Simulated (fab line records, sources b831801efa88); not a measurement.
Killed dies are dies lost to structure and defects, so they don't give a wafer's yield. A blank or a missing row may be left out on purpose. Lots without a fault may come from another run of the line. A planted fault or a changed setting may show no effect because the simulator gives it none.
A struck lot beside a sound one | flow sky130 | 43 steps out of a route of 708
Sound: wafers L487.2, L487.3, L487.4. Struck: wafer L496.6. (L496.3, L496.5 of the same lot were not struck and are left out.) The cause comes at the end.
At each step with rows: each side's tool, then ch and its chambers, then its first start. Under that, the readings that differ: sound wafers | struck wafers | difference of the means | sigmas: that difference in standard deviations of wafers without a fault.
alike: readings whose means differ by less than 2 such deviations, and words and numbers that are the same on both sides. not compared: withheld readings, readings that some wafer has no value for, bounds like >300 that may hide the same value, and numbers for which the record gives no deviation and whose values overlap.
The two part at a step that has a row with sigmas, a row that says differs or no value, or rows on one side only. Numbers that don't overlap but have no deviation are shown without sigmas and don't part them. A reading that every wafer of one side lacks parts them only if that side has two wafers or more.

SKY_SONOS_ONO_THK_MEAS_05:
  sound on film_metro-01, day 12 07:19; struck on film_metro-01, day 15 05:28
  alike: SONOS_ONO_CVD_04_THK
then, 7 steps without rows for these wafers: SKY_SONOS_ONO_DEHYDRATE_06 (time 60 s); SKY_SONOS_ONO_HMDS_07 (prime time 60 s); SKY_SONOS_ONO_COAT_08 (resist thk 1140 nm); SKY_SONOS_ONO_SOFTBAKE_09 (time 60 s); SKY_SONOS_ONO_EXPOSE_10 (exposes mask ONOM, target cd 410 nm); SKY_SONOS_ONO_PEB_11; SKY_SONOS_ONO_DEVELOP_12 (develop time 60 s).
SKY_SONOS_ONO_CD_MEAS_13: target cd 410 nm.
  sound on cd_sem-02, day 13 07:49; struck on cd_sem-01, day 16 08:46
  alike: cd_nm
SKY_SONOS_ONO_OVL_MEAS_14:
  sound on overlay-01, day 13 07:55; struck on overlay-01, day 16 08:52
  alike: SONOS_ONO_OVL
SKY_SONOS_ONO_ETCH_15: etches the open film in CHF3/O2, target depth 19.52 nm, time 7.8 s.
  sound on rie_diel-03 ch 1,2,3, day 13 07:57; struck on rie_diel-01 ch 2, day 16 08:53
  alike: drypump_motor_current_A, oes_product_au, rf_fwd_power_W, throttle_valve_pct
  not compared: rf_hours_counter_h
then, 1 step without rows for these wafers: SKY_SONOS_ONO_WET_ETCH_16 (etches SiO2 in dHF, target depth 14 nm, time 276.5 s).
SKY_SONOS_ONO_STRIP_17: strips in O2/N2.
  sound on plasma_asher-01 ch 0,1, day 13 08:04; struck on plasma_asher-02 ch 0, day 16 09:02
  alike: drypump_motor_current_A, oes_product_au, strip_time_to_endpoint_s
  not compared: rf_hours_counter_h
then, 3 steps without rows for these wafers: SKY_SONOS_ONO_WET_ETCH_18 (etches Si3N4 in H3PO4, target depth 15 nm, time 172 s); SKY_GATE_OXIDE_CLEAN_00 (cleans in SC1/SC2, time 150 s); SKY_GATE_OXIDE_OXIDATION_01 (stabilise 600 s, purge 300 s, target thk 10.268 nm).
SKY_GATE_OXIDE_THK_MEAS_02:
  sound on film_metro-02, day 13 10:43; struck on film_metro-01, day 16 10:38
  alike: GATE_OXIDE_OXIDATION_00_THK
then, 7 steps without rows for these wafers: SKY_GATE_OXIDE_DEHYDRATE_03 (time 60 s); SKY_GATE_OXIDE_HMDS_04 (prime time 60 s); SKY_GATE_OXIDE_COAT_05 (resist thk 1140 nm); SKY_GATE_OXIDE_SOFTBAKE_06 (time 60 s); SKY_GATE_OXIDE_EXPOSE_07 (exposes mask LVOM, target cd 600 nm); SKY_GATE_OXIDE_PEB_08; SKY_GATE_OXIDE_DEVELOP_09 (develop time 60 s).
SKY_GATE_OXIDE_OVL_MEAS_10:
  sound on overlay-01, day 14 12:17; struck on overlay-01, day 17 15:25
  reading             | sound          | struck | difference | sigmas
  GATE_OXIDE_OVL (nm) | -2.0 -1.4 -2.6 | 1.3    | +3.3       | +2
then, 2 steps without rows for these wafers: SKY_GATE_OXIDE_IMPLANT_11; SKY_GATE_OXIDE_WET_ETCH_12 (etches SiO2 in dHF, target depth 16.8 nm, time 336 s).
SKY_GATE_OXIDE_STRIP_13: strips in O2/N2.
  sound on plasma_asher-04 ch 0,1, day 14 12:34; struck on plasma_asher-04 ch 0, day 17 15:43
  alike: drypump_motor_current_A, oes_product_au, strip_time_to_endpoint_s
  not compared: rf_hours_counter_h
SKY_GATE_OXIDE_TW_MEAS_14:
  sound on film_metro-03, day 14 12:41; struck on film_metro-01, day 17 15:48
  alike: GATE_OXIDE_TW
then, 3 steps without rows for these wafers: SKY_GATE_OXIDE_CLEAN_15 (cleans in SC1/SC2, time 150 s); SKY_GATE_OXIDE_OXIDATION_16 (stabilise 600 s, purge 300 s, target thk 3.57 nm); SKY_POLY_GATE_CVD_00 (deposits poly-Si, target thk 180 nm, time 720 s).
SKY_POLY_GATE_THK_MEAS_01:
  sound on film_metro-01, day 14 15:31; struck on film_metro-01, day 17 19:07
  alike: POLY_GATE_CVD_00_THK
then, 8 steps without rows for these wafers: SKY_RES_PROTECT_DEHYDRATE_00 (time 60 s); SKY_RES_PROTECT_HMDS_01 (prime time 60 s); SKY_RES_PROTECT_COAT_02 (resist thk 1140 nm); SKY_RES_PROTECT_SOFTBAKE_03 (time 60 s); SKY_RES_PROTECT_EXPOSE_04 (exposes mask RPM, target cd 1270 nm); SKY_RES_PROTECT_PEB_05; SKY_RES_PROTECT_DEVELOP_06 (develop time 60 s); SKY_POLY_GATE_IMPLANT_02.
SKY_RES_PROTECT_STRIP_07: strips in O2/N2.
  sound on plasma_asher-02 ch 0,1, day 15 17:53; struck on plasma_asher-03 ch 1, day 19 01:52
  reading                     | sound             | struck | difference | sigmas
  drypump_motor_current_A (A) | 5.5 5.5 5.9       | 6.4    | +0.8       | +2
  oes_product_au (a.u.)       | 0.512 0.512 0.513 | 0.522  | +0.010     | +2
  alike: strip_time_to_endpoint_s
  not compared: rf_hours_counter_h
-- the record jumps here: 29 days lie between the struck wafers' starts before and after (it left off in module RES_PROTECT and takes up again in module PAD_OPEN, whose first step shown is number 708 of the route) --
SKY_PAD_OPEN_PROBE_99:
  sound on prober-01, day 46 08:15; struck on prober-01, day 48 11:42
  reading             | sound    | struck | difference | sigmas
  killed_at_front_end | 15 19 16 | 53     | +36        | +8
  killed_dies         | 76 93 77 | 128    | +46        | +5
  killed_on_rim       | 14 16 13 | 32     | +18        | +5
  alike: killed_at_M0_to_M3, killed_at_M4_up, killed_at_contacts, killed_at_other, killed_open, killed_short

WHERE THEY PART
First at SKY_GATE_OXIDE_OVL_MEAS_10; last, within this record, at SKY_PAD_OPEN_PROBE_99.

WHY: what the simulator had put in
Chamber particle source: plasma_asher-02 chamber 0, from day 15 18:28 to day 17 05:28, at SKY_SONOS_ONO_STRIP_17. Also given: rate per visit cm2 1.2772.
